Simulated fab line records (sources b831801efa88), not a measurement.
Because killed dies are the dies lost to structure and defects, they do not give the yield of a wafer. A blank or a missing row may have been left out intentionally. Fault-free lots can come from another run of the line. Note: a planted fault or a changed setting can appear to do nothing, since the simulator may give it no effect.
fab line records    flow gf180mcu
[record] lots = 14  wafers = 42  last-day = 34
route steps=602 shown V5@544 TOP_METAL@567 PASSIVATION@589
lots that met no fault: from a run of the same line without faults
start-h: hours from the record's first day to the start of the lot's first wafer shown    wait-h: hours since the lot's step before    " unchanged from the row above    L1.1+2: one row covering several wafers at once    - no value, or no start was given    * or withheld: withheld    < > ~ a bound
route shown NAME@n: names a module that has steps shown in the file, with the first one's number in the route    usual: mean/standard deviation taken from wafers without a fault    same: alike in all rows    chamber/n: place in a boat    sites: each site's reading    _std_site: the standard deviation of these    _edge_site: mean of outer sites minus mean of inner sites    radius-mm: for every site, how far away it sits from the centre of the wafer    mask NAME#n: copy n    behind: the most recent tool/chamber to have shaped the wafer    hold: why the lot went on hold/how many hours it stayed there/how the hold came to an end    device: transistor that didn't switch, given as n, p or np    end of line: tests of these same wafers at the route's end    a step with no rows: only its recipe    killed: dies that structure and defects cost at the first sort, which is not the same as the wafer's yield    map: shows each die of a wafer: x if killed, . if not, _ if none is there
set.NAME: the setting as run; set.NAME@STEP: as run at that earlier step    model.NAME: the simulator's own value behind a step, which no gauge read
route steps across a sampled set of lots; one table per step, one row per wafer
services: a tool's chamber out of use, with start hour (start-h, from the record's first day; less than 0 if before it), hours out, and reason
[[steps]]
[step GF_V5_CMP_04]
[recipe] material = SiO2  down-force-psi = 4  platen-rpm = 60  pad-velocity-m-s = 0.94248
[usual] motor-current-A = 12.2/0.98
lot.wafer  tool    chamber  start-h  wait-h  motor-current-A
L706.2     cmp-02  2        610.22   0.1     12.8
L706.4     "       0        "        "       12.7
L706.6     "       2        "        "       12.7
L707.3     cmp-01  0        614.69   0.1     10.8
L707.2     "       2        "        "       10.2
L707.5     "       3        "        "       11.7
L708.3     cmp-01  2        625.65   0.1     10.1
L708.4     "       3        "        "       12.0
L708.6     "       2        "        "       10.8
L709.4     cmp-02  3        636.42   0.1     12.7
L709.2     "       0        "        "       12.3
L709.6     "       2        "        "       13.2
L711.4     cmp-01  2        648.81   0.2     10.3
L711.5     "       3        "        "       12.1
L711.6     "       0        "        "       10.3
L712.3     cmp-01  2        654.74   0.0     10.9
L712.4     "       3        "        "       11.9
L712.5     "       3        "        "       12.1
L714.1     cmp-02  1        671.27   0.1     12.4
L714.3     "       3        "        "       12.9
L714.5     "       0        "        "       12.7
L716.2     cmp-02  2        685.15   0.1     12.5
L716.1     "       0        "        "       13.5
L716.5     "       2        "        "       12.5
L715.2     cmp-01  2        686.65   0.0     10.6
L715.1     "       3        "        "       12.3
L715.6     "       3        "        "       11.8
L717.2     cmp-02  1        694.10   0.0     13.1
L717.3     "       3        "        "       12.2
L717.6     "       1        "        "       12.4
L719.3     cmp-02  0        702.61   0.1     13.4
L719.4     "       1        "        "       13.5
L719.5     "       0        "        "       13.0
L726.4     cmp-02  0        746.26   0.2     12.6
L726.3     "       3        "        "       12.4
L726.5     "       1        "        "       13.4
L728.4     cmp-02  2        756.62   0.1     12.1
L728.2     "       3        "        "       13.0
L728.6     "       1        "        "       13.2
L729.2     cmp-01  0        765.77   0.3     10.7
L729.3     "       2        "        "       10.7
L729.6     "       3        "        "       12.1
[step GF_TOP_METAL_SPUTTER_00]
[recipe] material = Ti  target-thk-nm = 37.5  arriving-ion-energy-ev = 80  substrate-temp-c = 200  chamber-pressure-pa = 2  power-w = 4000  time-s = 150
[usual] substrate-temp-c = 200.01/0.17  throttle-valve-pct = 30.4/1
lot.wafer  tool            chamber  start-h  wait-h  substrate-temp-c  throttle-valve-pct
L706.2     pvd-sputter-03  -        631.61   0.1     199.96            30.8
L706.4     "               -        "        "       200.16            28.7
L706.6     "               -        "        "       200.05            30.8
L707.2     pvd-sputter-03  -        636.78   0.2     200.18            28.6
L707.3     "               -        "        "       200.10            30.2
L707.5     "               -        "        "       200.03            29.9
L708.3     pvd-sputter-03  -        647.28   0.2     200.05            29.9
L708.4     "               -        "        "       199.92            30.5
L708.6     "               -        "        "       200.10            29.9
L709.2     pvd-sputter-03  -        658.18   0.1     200.08            30.2
L709.4     "               -        "        "       199.96            31.6
L709.6     "               -        "        "       200.16            28.7
L711.4     pvd-sputter-04  -        669.31   0.2     199.93            29.8
L711.5     "               -        "        "       199.82            29.8
L711.6     "               -        "        "       200.17            30.7
L712.3     pvd-sputter-02  -        675.64   0.2     199.67            31.4
L712.4     "               -        "        "       199.90            31.4
L712.5     "               -        "        "       199.81            31.7
L714.1     pvd-sputter-04  -        692.10   0.1     200.04            29.8
L714.3     "               -        "        "       199.88            30.8
L714.5     "               -        "        "       200.02            30.2
L716.1     pvd-sputter-03  -        705.45   0.1     199.94            31.4
L716.2     "               -        "        "       200.02            30.2
L716.5     "               -        "        "       199.96            30.7
L715.1     pvd-sputter-04  -        706.97   0.1     200.02            29.9
L715.2     "               -        "        "       199.94            28.6
L715.6     "               -        "        "       199.98            31.0
L717.2     pvd-sputter-03  -        714.33   0.1     199.91            28.9
L717.3     "               -        "        "       199.69            31.3
L717.6     "               -        "        "       200.24            30.2
L719.3     pvd-sputter-03  -        722.57   0.1     199.80            30.1
L719.4     "               -        "        "       199.94            28.7
L719.5     "               -        "        "       199.95            29.0
L726.3     pvd-sputter-03  -        763.91   0.1     200.37            28.9
L726.4     "               -        "        "       200.09            29.9
L726.5     "               -        "        "       199.92            28.9
L728.2     pvd-sputter-02  -        774.51   0.2     199.70            31.6
L728.4     "               -        "        "       200.14            31.3
L728.6     "               -        "        "       200.32            29.9
L729.2     pvd-sputter-04  -        783.74   0.2     199.80            30.2
L729.3     "               -        "        "       199.78            29.9
L729.6     "               -        "        "       199.99            30.6
[step GF_TOP_METAL_METAL_ETCH_16]
[recipe] chemistry = Cl2/BCl3  mask-material = NOVOLAK  target-depth-nm = 1077.5  stop-on = SiO2  pressure-mtorr = 8  icp-w = 800  bias-w = 140  Cl2_flow_sccm = 80  bcl3-flow-sccm = 40  time-s = 179.6
[usual] drypump-motor-current-A = 5.5/0.49  oes-product-au = 0.964/0.0081  rf-fwd-power-W = 797.5/2.6  throttle-valve-pct = 28.258/0.012
lot.wafer  tool          chamber  start-h  wait-h  drypump-motor-current-A  oes-product-au  rf-fwd-power-W  rf-hours-counter-h  throttle-valve-pct
L706.2     rie-metal-01  1        651.88   0.0     4.8                      0.954           793.3           7                   28.271
L706.4     "             1        "        "       4.7                      0.967           796.2           -                   28.247
L706.6     "             0        "        "       5.7                      0.962           797.5           -                   28.266
L707.2     rie-metal-02  0        656.68   0.0     6.1                      0.958           793.4           9                   28.258
L707.3     "             1        "        "       4.9                      0.962           795.6           -                   28.240
L707.5     "             1        "        "       4.9                      0.968           801.5           -                   28.262
L708.3     rie-metal-02  0        666.41   0.1     6.1                      0.966           792.4           -                   28.258
L708.4     "             1        "        "       4.8                      0.964           798.3           -                   28.260
L708.6     "             1        "        "       4.9                      0.957           799.3           -                   28.267
L709.2     rie-metal-03  0        677.65   0.0     5.8                      0.971           794.3           10                  28.249
L709.4     "             0        "        "       5.8                      0.964           792.8           -                   28.282
L709.6     "             1        "        "       5.7                      0.969           798.4           -                   28.257
L711.4     rie-metal-02  0        689.00   0.2     6.1                      0.958           795.4           -                   28.268
L711.5     "             0        "        "       6.1                      0.964           795.6           -                   28.249
L711.6     "             0        "        "       6.1                      0.978           794.6           -                   28.266
L712.3     rie-metal-03  1        694.68   0.1     5.7                      0.956           800.6           -                   28.266
L712.4     "             0        "        "       5.8                      0.958           796.7           -                   28.273
L712.5     "             1        "        "       5.7                      0.961           797.3           -                   28.253
L714.1     rie-metal-01  1        710.85   0.0     4.8                      0.959           798.4           9                   28.272
L714.3     "             0        "        "       5.7                      0.977           797.6           -                   28.242
L714.5     "             1        "        "       4.8                      0.963           797.5           -                   28.245
L716.1     rie-metal-03  0        723.32   0.0     5.8                      0.960           797.0           12                  28.264
L716.2     "             1        "        "       5.7                      0.962           798.9           10                  28.243
L716.5     "             0        "        "       5.8                      0.963           794.2           -                   28.272
L715.1     rie-metal-02  0        725.00   0.0     6.1                      0.974           796.5           12                  28.258
L715.2     "             1        "        "       4.9                      0.965           802.4           1                   28.240
L715.6     "             1        "        "       4.8                      0.975           800.0           -                   28.251
L717.2     rie-metal-01  0        732.50   0.0     5.7                      0.971           796.7           7                   28.231
L717.3     "             0        "        "       5.7                      0.971           796.6           -                   28.239
L717.6     "             1        "        "       4.7                      0.968           798.4           -                   28.232
L719.3     rie-metal-03  1        740.38   0.1     5.7                      0.965           798.0           -                   28.264
L719.4     "             0        "        "       5.8                      0.972           791.0           -                   28.241
L719.5     "             1        "        "       5.7                      0.959           797.9           -                   28.253
L726.3     rie-metal-03  0        780.08   0.1     5.8                      0.950           797.5           -                   28.267
L726.4     "             1        "        "       5.7                      0.954           796.2           -                   28.276
L726.5     "             0        "        "       5.8                      0.948           795.1           -                   28.273
L728.2     rie-metal-02  1        790.33   0.1     4.9                      0.901           671.7           -                   28.335
L728.4     "             1        "        "       4.9                      0.899           672.7           -                   28.330
L728.6     "             1        "        "       4.9                      0.903           668.1           -                   28.344
L729.2     rie-metal-02  1        798.90   0.1     4.9                      0.906           670.3           -                   28.338
L729.3     "             1        "        "       4.9                      0.889           673.5           -                   28.331
L729.6     "             1        "        "       4.9                      0.885           672.9           -                   28.324
[step GF_TOP_METAL_STRIP_17]
[recipe] chemistry = O2/N2  power-w = 1400  pressure-mtorr = 1500  platen-temp-c = 250  o2-flow-sccm = 3000  n2-flow-sccm = 300  overash-fraction = 0.5
[usual] drypump-motor-current-A = 5.8/0.6  heater-power-w = 321/27  oes-product-au = 0.710/0.0044  strip-time-to-endpoint-s = 13.50/0.097
lot.wafer  tool             chamber  start-h  wait-h  drypump-motor-current-A  heater-power-w  oes-product-au  rf-hours-counter-h  strip-time-to-endpoint-s
L706.2     plasma-asher-04  0        652.05   0.1     5.2                      319             0.711           22                  13.42
L706.4     "                0        "        "       5.2                      322             0.712           -                   13.41
L706.6     "                1        "        "       6.2                      337             0.698           -                   13.61
L707.2     plasma-asher-04  0        656.85   0.1     5.1                      318             0.709           23                  13.56
L707.3     "                0        "        "       5.2                      305             0.717           -                   13.44
L707.5     "                1        "        "       6.2                      338             0.716           -                   13.44
L708.3     plasma-asher-01  0        666.56   0.1     5.6                      320             0.708           -                   13.56
L708.4     "                1        "        "       6.3                      284             0.705           -                   13.45
L708.6     "                0        "        "       5.6                      327             0.705           -                   13.47
L709.2     plasma-asher-01  1        677.83   0.1     6.3                      283             0.708           93                  13.47
L709.4     "                1        "        "       6.3                      273             0.707           -                   13.53
L709.6     "                0        "        "       5.6                      326             0.711           -                   13.43
L711.4     plasma-asher-03  1        689.21   0.1     6.5                      305             0.706           -                   13.63
L711.5     "                0        "        "       4.8                      361             0.713           -                   13.65
L711.6     "                1        "        "       6.5                      304             0.718           -                   13.64
L712.3     plasma-asher-03  0        694.83   0.1     4.8                      364             0.710           -                   13.56
L712.4     "                1        "        "       6.5                      319             0.708           -                   13.49
L712.5     "                1        "        "       6.5                      308             0.705           -                   13.64
L714.1     plasma-asher-01  1        711.02   0.1     6.3                      280             0.712           97                  13.31
L714.3     "                0        "        "       5.6                      319             0.714           -                   13.44
L714.5     "                0        "        "       5.6                      323             0.711           -                   13.37
L716.1     plasma-asher-04  1        723.50   0.1     6.2                      342             0.703           30                  13.59
L716.2     "                0        "        "       5.2                      317             0.712           30                  13.72
L716.5     "                0        "        "       5.2                      313             0.712           -                   13.44
L715.1     plasma-asher-04  1        725.17   0.1     6.2                      338             0.714           30                  13.46
L715.2     "                0        "        "       5.2                      315             0.710           30                  13.45
L715.6     "                0        "        "       5.2                      320             0.703           -                   13.45
L717.2     plasma-asher-04  0        732.67   0.1     5.1                      313             0.703           31                  13.57
L717.3     "                1        "        "       6.2                      343             0.710           -                   13.51
L717.6     "                1        "        "       6.2                      341             0.711           -                   13.36
L719.3     plasma-asher-01  0        740.53   0.1     5.5                      322             0.711           -                   13.53
L719.4     "                1        "        "       6.3                      275             0.714           -                   13.44
L719.5     "                0        "        "       5.6                      314             0.701           -                   13.54
L726.3     plasma-asher-01  1        780.23   0.1     6.3                      286             0.704           -                   13.46
L726.4     "                0        "        "       5.6                      320             0.712           -                   13.62
L726.5     "                1        "        "       6.3                      284             0.709           -                   13.45
L728.2     plasma-asher-03  0        790.63   0.2     4.8                      359             0.700           73                  14.37
L728.4     "                1        "        "       6.5                      309             0.707           -                   14.32
L728.6     "                1        "        "       6.5                      303             0.712           -                   14.32
L729.2     plasma-asher-04  0        799.29   0.3     5.2                      320             0.711           38                  14.23
L729.3     "                0        "        "       5.2                      312             0.710           -                   14.29
L729.6     "                1        "        "       6.2                      347             0.709           -                   14.32
[step GF_PASSIVATION_CVD_02]
[recipe] material = Si3N4  target-thk-nm = 700  time-s = 486.18  temp-c = 400  rf-w = 450
[usual] heater-power-outer-w = 400/77  heater-power-w = 656/98
lot.wafer  tool      chamber  start-h  wait-h  heater-power-outer-w  heater-power-w
L706.2     pecvd-04  2        652.72   0.0     533                   837
L706.4     "         0        "        "       350                   592
L706.6     "         2        "        "       447                   714
L707.2     pecvd-01  2        657.52   0.0     560                   829
L707.3     "         1        "        "       364                   588
L707.5     "         1        "        "       383                   632
L708.3     pecvd-04  1        667.20   0.0     356                   584
L708.4     "         1        "        "       268                   492
L708.6     "         0        "        "       426                   684
L709.2     pecvd-04  1        678.50   0.0     283                   499
L709.4     "         0        "        "       355                   599
L709.6     "         2        "        "       463                   767
L711.4     pecvd-01  2        689.99   0.2     556                   845
L711.5     "         0        "        "       321                   563
L711.6     "         1        "        "       419                   674
L712.3     pecvd-02  2        695.47   0.0     349                   575
L712.4     "         2        "        "       385                   598
L712.5     "         1        "        "       295                   532
L714.1     pecvd-02  1        711.70   0.1     324                   558
L714.3     "         2        "        "       361                   598
L714.5     "         1        "        "       341                   594
L716.1     pecvd-02  2        724.17   0.1     355                   598
L716.2     "         0        "        "       304                   535
L716.5     "         2        "        "       373                   607
L715.1     pecvd-01  1        725.85   0.1     335                   588
L715.2     "         2        "        "       566                   817
L715.6     "         1        "        "       374                   613
L717.2     pecvd-01  2        733.35   0.0     499                   742
L717.3     "         2        "        "       527                   801
L717.6     "         2        "        "       564                   846
L719.3     pecvd-02  1        741.18   0.0     348                   602
L719.4     "         1        "        "       369                   631
L719.5     "         2        "        "       350                   569
L726.3     pecvd-02  2        780.87   0.0     401                   639
L726.4     "         0        "        "       355                   625
L726.5     "         1        "        "       301                   525
L728.2     pecvd-04  0        791.33   0.0     402                   692
L728.4     "         0        "        "       446                   719
L728.6     "         0        "        "       446                   708
L729.2     pecvd-04  1        800.00   0.0     335                   567
L729.3     "         1        "        "       341                   586
L729.6     "         1        "        "       276                   476
[[services]]
tool             chamber  start-h  hours  kind
pecvd-02         -        591.12   14.0   pm
pecvd-02         0        603.26   3.5    repair
pvd-sputter-03   -        605.84   1.2    repair
cmp-01           -        612.94   0.5    repair
pecvd-02         -        626.36   14.6   repair
pecvd-04         1        630.68   23.1   repair
cmp-01           -        640.01   6.2    pm
pvd-sputter-03   -        640.49   2.9    repair
rie-metal-03     -        649.12   1.4    repair
cmp-01           -        662.70   1.3    repair
pvd-sputter-03   -        672.31   1.2    repair
pecvd-02         -        677.04   0.8    pm
rie-metal-02     -        706.27   1.4    pm
cmp-01           -        714.71   3.7    repair
cmp-02           -        715.99   1.1    repair
cmp-01           -        731.81   0.6    repair
cmp-01           -        744.31   4.0    pm
plasma-asher-04  -        748.94   0.8    repair
cmp-01           -        763.40   0.3    repair
plasma-asher-01  -        766.78   2.8    pm
cmp-02           -        772.59   3.3    pm
pecvd-02         2        772.85   6.2    repair
cmp-02           -        776.72   10.6   repair
cmp-01           -        796.21   1.4    repair
[[key]]
[first-sign] step = GF_TOP_METAL_METAL_ETCH_16  reading = rf-fwd-power-W  direction = down  sigmas = 48  usual = 797.5  struck = 671.5
[effect] step = GF_TOP_METAL_METAL_ETCH_16  reading = oes-product-au  direction = down  sigmas = 8.3  usual = 0.964  struck = 0.897
[effect] step = GF_TOP_METAL_STRIP_17  reading = strip-time-to-endpoint-s  direction = up  sigmas = 8.4  usual = *  struck = *
met-at GF_TOP_METAL_METAL_ETCH_16
struck-lots L728,L729
struck-wafers L728.2,L728.4,L728.6,L729.2,L729.3,L729.6
sort-left-out L728.2,L728.4,L728.6,L729.2,L729.3,L729.6
not-acting-at GF_V5_CMP_04,GF_TOP_METAL_SPUTTER_00,GF_PASSIVATION_CVD_02
onset-between 725.00 790.33
[fault] kind = process-parameter-drift  tool = rie-metal-02  chamber = 1  onset-h = 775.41  steps = GF_TOP_METAL_METAL_ETCH_16  channel = icp-w  offset = -128  shape = step  end-h = 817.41  acts-in = these-recipes-only  stated = 800
// sort-left-out: the simulated sort isn't trusted on such a fault, so these wafers' sort isn't shown, and their yield isn't known
